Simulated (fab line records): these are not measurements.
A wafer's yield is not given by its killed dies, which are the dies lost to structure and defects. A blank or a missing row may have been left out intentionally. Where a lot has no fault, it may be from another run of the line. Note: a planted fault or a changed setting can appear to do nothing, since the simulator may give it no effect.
Which tool did it? + flow gf180mcu + 42 wafers from 14 lots sampled at 5 of the route's 602 steps

== WHAT THE GAUGES SHOWED, per wafer ==
GF_STI_CD_MEAS_12: target cd 220 nm.
| lot  | measured    | on        | cd-nm (nm)        |
|------|-------------|-----------|-------------------|
| L753 | day 2 00:59 | cd-sem-01 | 221.2 222.7 220.5 |
| L754 | day 2 06:12 | cd-sem-01 | 222.5 223.6 222.2 |
| L755 | day 2 11:06 | cd-sem-02 | 221.1 220.4 220.6 |
| L756 | day 2 15:50 | cd-sem-02 | 220.4 220.7 221.9 |
| L757 | day 2 22:51 | cd-sem-01 | 219.5 220.7 218.7 |
| L758 | day 3 02:55 | cd-sem-01 | 219.0 219.5 219.6 |
| L760 | day 3 14:58 | cd-sem-01 | 219.7 219.7 219.1 |
| L761 | day 3 21:05 | cd-sem-02 | 220.8 220.7 221.3 |
| L763 | day 4 05:00 | cd-sem-01 | 221.5 219.6 220.4 |
| L767 | day 5 02:52 | cd-sem-01 | 217.4 218.3 218.7 |
| L768 | day 5 08:16 | cd-sem-02 | 218.0 219.7 219.9 |
| L769 | day 5 11:01 | cd-sem-01 | 218.4 218.5 219.3 |
| L772 | day 6 02:27 | cd-sem-02 | 218.4 218.7 220.1 |
| L775 | day 6 19:04 | cd-sem-01 | 218.1 218.5 217.9 |

GF_NWELL_OVL_MEAS_07.
| lot  | measured    | on         | NWELL_OVL (nm) |
|------|-------------|------------|----------------|
| L753 | day 3 06:51 | overlay-02 | -2.2 -2.8 -3.5 |
| L754 | day 3 11:33 | overlay-01 | -2.4 -0.6 -1.1 |
| L755 | day 3 17:18 | overlay-02 | -3.2 -2.7 -3.1 |
| L756 | day 3 21:53 | overlay-02 | -1.7 -2.8 -1.7 |
| L757 | day 4 08:07 | overlay-01 | 1.0 0.8 0.9    |
| L758 | day 4 10:55 | overlay-02 | 0.4 -0.7 -0.1  |
| L760 | day 4 22:10 | overlay-01 | -2.6 -2.1 -3.8 |
| L761 | day 5 07:55 | overlay-01 | -3.6 -3.7 -1.8 |
| L763 | day 5 16:57 | overlay-01 | -3.4 -4.6 -4.3 |
| L767 | day 6 13:09 | overlay-02 | -2.4 -0.8 0.2  |
| L768 | day 6 18:18 | overlay-02 | -1.1 -2.6 -0.4 |
| L769 | day 6 23:24 | overlay-01 | -1.7 -1.0 -0.7 |
| L772 | day 7 15:33 | overlay-02 | -0.8 -0.8 -0.9 |
| L775 | day 8 07:23 | overlay-02 | -1.6 -3.1 -2.8 |

GF_NWELL_TW_MEAS_11.
| lot  | measured    | on            | NWELL_TW       |
|------|-------------|---------------|----------------|
| L753 | day 3 07:17 | film-metro-04 | 1581 1574 1580 |
| L754 | day 3 11:59 | film-metro-01 | 1556 1554 1569 |
| L755 | day 3 17:44 | film-metro-01 | 1547 1551 1561 |
| L756 | day 3 22:19 | film-metro-04 | 1583 1580 1581 |
| L757 | day 4 08:34 | film-metro-03 | 1561 1574 1574 |
| L758 | day 4 11:22 | film-metro-01 | 1555 1560 1551 |
| L760 | day 4 22:37 | film-metro-04 | 1567 1572 1568 |
| L761 | day 5 08:21 | film-metro-01 | 1556 1552 1555 |
| L763 | day 5 17:23 | film-metro-04 | 1564 1561 1563 |
| L767 | day 6 13:35 | film-metro-03 | 1564 1560 1558 |
| L768 | day 6 18:44 | film-metro-04 | 1586 1581 1587 |
| L769 | day 6 23:50 | film-metro-01 | 1552 1551 1547 |
| L772 | day 7 15:59 | film-metro-01 | 1552 1555 1558 |
| L775 | day 8 07:50 | film-metro-01 | 1561 1570 1561 |

GF_LVPWELL_OVL_MEAS_07.
| lot  | measured    | on         | LVPWELL_OVL (nm)  |
|------|-------------|------------|-------------------|
| L753 | day 3 19:57 | overlay-01 | -0.5 -0.1 0.1     |
| L754 | day 4 00:43 | overlay-02 | -1.2 -0.7 -0.2    |
| L755 | day 4 06:51 | overlay-02 | -1.1 0.0 -0.3     |
| L756 | day 4 11:03 | overlay-01 | -1.5 -1.8 0.1     |
| L757 | day 4 22:13 | overlay-02 | -1.1 -0.5 -0.9    |
| L758 | day 5 01:21 | overlay-02 | -0.3 0.0 -2.2     |
| L760 | day 5 12:39 | overlay-01 | 0.9 2.8 1.7       |
| L761 | day 5 22:23 | overlay-02 | 2.1 2.1 1.0       |
| L763 | day 6 08:15 | overlay-01 | -0.7 -0.1 0.0     |
| L767 | day 7 05:05 | overlay-02 | -1.9 -0.7 -0.8    |
| L768 | day 7 10:09 | overlay-02 | -95.5 -96.1 -93.8 |
| L769 | day 7 15:42 | overlay-02 | -94.0 -95.4 -94.6 |
| L772 | day 8 08:24 | overlay-02 | 0.6 1.5 0.3       |
| L775 | day 8 23:22 | overlay-02 | 2.8 1.5 1.1       |

== WHICH TOOL RAN EACH LOT (tool, then ch and the chambers of the sampled wafers, then the start) ==
| lot  | GF_LVPWELL_EXPOSE_04               |
|------|------------------------------------|
| L753 | iline-stepper-02 ch 0, day 3 13:48 |
| L754 | iline-stepper-02 ch 0, day 3 18:33 |
| L755 | iline-stepper-01 ch 0, day 4 00:30 |
| L756 | iline-stepper-01 ch 0, day 4 05:02 |
| L757 | iline-stepper-01 ch 0, day 4 15:39 |
| L758 | iline-stepper-02 ch 0, day 4 18:44 |
| L760 | iline-stepper-01 ch 0, day 5 05:39 |
| L761 | iline-stepper-01 ch 0, day 5 15:28 |
| L763 | iline-stepper-02 ch 0, day 6 01:24 |
| L767 | iline-stepper-01 ch 0, day 6 21:49 |
| L768 | iline-stepper-02 ch 0, day 7 02:17 |
| L769 | iline-stepper-02 ch 0, day 7 07:37 |
| L772 | iline-stepper-01 ch 0, day 8 00:14 |
| L775 | iline-stepper-01 ch 0, day 8 15:41 |
- GF_LVPWELL_EXPOSE_04: exposes mask LVPWELL, target cd 600 nm.

== WHAT THE TOOLS THEMSELVES READ (means of the sampled wafers that have a number; where no wafer has one, the mark that the record gives instead) ==
The record holds no such reading with a usual standard deviation.

== THE ANSWER, worked out from the rows above alone ==
Rule: usual is defined by the lots themselves. Put in order of their means at a reading, lots are off if they are a third of the lots or fewer, leave a main group of 4 or more, and stand apart from it by a gap of 3 or more times the standard deviation of the main group's means; of several such gaps the widest counts. Not used: any main group whose means are identical at the precision the tables above print for the reading. Also off: a lot with no number at a reading for which 4 or more lots have one. All remaining lots with rows at the step are treated as sound. First the gauges in route order, then the tools' own readings, where a lot's mean is used as printed above. The first step at which some lot is off is used, and at that step the reading that is off furthest; a lot without a number counts as furthest.
Off: at GF_LVPWELL_OVL_MEAS_07 (LVPWELL_OVL), L768, L769. The main group: mean 0.1 nm, standard deviation 1.1.
If a tool, at a process step before that reading, ran all the lots that are off and no sound lot after the first of them, it fits. Those tools and the gauges at GF_LVPWELL_OVL_MEAS_07 are tried in the same way. One candidate fits, namely iline-stepper-02 at GF_LVPWELL_EXPOSE_04. Its last sound lot is L763 (day 6 01:24), its first lot that is off L768 (day 7 02:17): a fault that began between those two fits.

== WHAT WAS PUT IN BY THE SIMULATOR ==
Scanner matching overlay: iline-stepper-02, from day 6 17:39 on, at GF_LVPWELL_EXPOSE_04. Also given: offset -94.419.
Shown lots that were struck: L768, L769. This agrees with what the rule above found.
